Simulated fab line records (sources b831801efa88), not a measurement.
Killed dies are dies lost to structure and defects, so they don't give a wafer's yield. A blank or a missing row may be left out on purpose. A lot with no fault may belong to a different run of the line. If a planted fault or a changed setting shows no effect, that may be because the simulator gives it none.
Chamber matching | flow sky130 | cmp-02 running SKY_LI_CONTACT_CMP_24: 4 sister chambers
The step polishes, stops on PSG, t overpolish 20 s, target thk 0 nm. 8 wafers are shown with their chamber, then 7 later ones without.

## WAFERS WITH THEIR CHAMBER
wafer  | chamber | motorCurrentA (A) | timeToEndpointS (s)
L540.4 | 3       | 11.2              | 96
L554.3 | 1       | 11.0              | 96
L554.4 | 0       | 9.8               | 99
L554.6 | 3       | 10.6              | 99
L555.1 | 0       | 10.3              | 93
L555.5 | 2       | 10.6              | 93
L556.3 | 1       | 10.9              | 93
L556.5 | 2       | 11.0              | 93

## WAFERS WITH NO CHAMBER GIVEN
wafer  | motorCurrentA (A) | timeToEndpointS (s)
L556.6 | 11.5              | 95
L561.2 | 11.6              | 95
L561.4 | 10.5              | 91
L561.5 | 10.9              | 94
L562.1 | 9.9               | 92
L562.2 | 10.9              | 92
L562.4 | 10.5              | 92

## CHAMBER TAKEN BY EACH
wafer  | from the rows above               | in truth
L556.6 | can't be placed: 1 or 3 or 2      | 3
L561.2 | can't be placed: 1 or 3 or 2      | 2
L561.4 | can't be placed: 2 or 1 or 0 or 3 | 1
L561.5 | can't be placed: 1 or 2 or 3      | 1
L562.1 | can't be placed: 0 or 2 or 1      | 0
L562.2 | can't be placed: 2 or 1 or 3      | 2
L562.4 | can't be placed: 2 or 1 or 0 or 3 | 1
Correct placement for 0 of the 7. From these rows, 7 cannot be placed; in 7 the true chamber is one of the candidates. Placed wrongly: 0.
How it was worked out, from the rows above alone: a wafer's distance from a chamber is the root of the sum, over the readings, of the square of ((its reading less the chamber's mean) divided by the reading's scatter). The wafer belongs to the nearest chamber; if the next one is less than 2 further off, it can't be placed. The mean given for a chamber averages the wafers shown for that chamber. The scatter: take each reading less its chamber's mean, square it, sum over the shown wafers, divide by the number of wafers less the number of chambers, and take the root.
